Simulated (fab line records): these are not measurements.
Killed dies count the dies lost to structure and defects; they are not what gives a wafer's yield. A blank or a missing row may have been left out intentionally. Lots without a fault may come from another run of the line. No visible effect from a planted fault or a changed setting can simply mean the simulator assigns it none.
Which tool did it? :: flow gf180mcu :: 21 wafers from 7 lots sampled at 4 of the route's 602 steps

WHAT THE GAUGES SHOWED, per wafer
GF_M3_THK_MEAS_06: measures by xrf.
lot: L373
measured: day 21 12:43
on: film-metro-02
M3_ALCU_THK (nm): 432 444 437

lot: L374
measured: day 21 20:31
on: film-metro-01
M3_ALCU_THK (nm): 446 448 451

lot: L376
measured: day 22 14:13
on: film-metro-04
M3_ALCU_THK (nm): 448 450 455

lot: L387
measured: day 26 14:45
on: film-metro-02
M3_ALCU_THK (nm): 446 440 445

lot: L392
measured: day 28 06:04
on: film-metro-04
M3_ALCU_THK (nm): 448 441 456

WHICH TOOL RAN EACH LOT (tool, then ch and the chambers of the sampled wafers, then the start)
lot: L373
GF_V2_CMP_04: cmp-02 ch 1,2,3, day 20 10:36
GF_V2_CMP_26: cmp-02 ch 2,3, day 21 12:05
GF_M3_SPUTTER_04: pvd-sputter-02, day 21 12:34

lot: L374
GF_V2_CMP_04: cmp-02 ch 1,2,3, day 20 18:14
GF_V2_CMP_26: cmp-02 ch 1,3, day 21 19:52
GF_M3_SPUTTER_04: pvd-sputter-04, day 21 20:20

lot: L376
GF_V2_CMP_04: cmp-01 ch 0,2,3, day 21 12:16
GF_V2_CMP_26: cmp-02 ch 0,1,3, day 22 13:39
GF_M3_SPUTTER_04: pvd-sputter-02, day 22 14:02

lot: L381
GF_V2_CMP_04: cmp-02 ch 0,2, day 23 13:13
GF_V2_CMP_26: cmp-01 ch 0,1, day 24 13:13
GF_M3_SPUTTER_04: -

lot: L383
GF_V2_CMP_04: cmp-01 ch 2,3, day 24 06:41
GF_V2_CMP_26: cmp-02 ch 1,2,3, day 25 05:36
GF_M3_SPUTTER_04: -

lot: L387
GF_V2_CMP_04: cmp-02 ch 1,2,3, day 25 15:31
GF_V2_CMP_26: cmp-02 ch 2,3, day 26 14:05
GF_M3_SPUTTER_04: pvd-sputter-04, day 26 14:34

lot: L392
GF_V2_CMP_04: cmp-01 ch 0,1,2, day 27 07:59
GF_V2_CMP_26: cmp-02 ch 0,1,2, day 28 05:26
GF_M3_SPUTTER_04: pvd-sputter-01, day 28 05:55
- GF_V2_CMP_04: polishes SiO2.
- GF_V2_CMP_26: polishes, stops on SiO2, t overpolish 15 s, target thk 0 nm.
- GF_M3_SPUTTER_04: material TiN, target thk 50 nm, time 41.7 s.

THE ANSWER, worked out from the rows above alone
Rule: the usual values come from the lots themselves. Put in order of their means at a reading, lots are off if they are a third of the lots or fewer, leave a main group of 4 or more, and stand apart from it by a gap of 3 or more times the standard deviation of the main group's means; of several such gaps the widest counts. If all means in a main group match to the digits the tables above print for the reading, that group is not used. Also off: a lot with no number at a reading for which 4 or more lots have one. The other lots that the step has rows for count as sound.
Across all readings shown, no lot is off: no conclusion can be drawn from this.

WHAT THE SIMULATOR HAD PUT IN
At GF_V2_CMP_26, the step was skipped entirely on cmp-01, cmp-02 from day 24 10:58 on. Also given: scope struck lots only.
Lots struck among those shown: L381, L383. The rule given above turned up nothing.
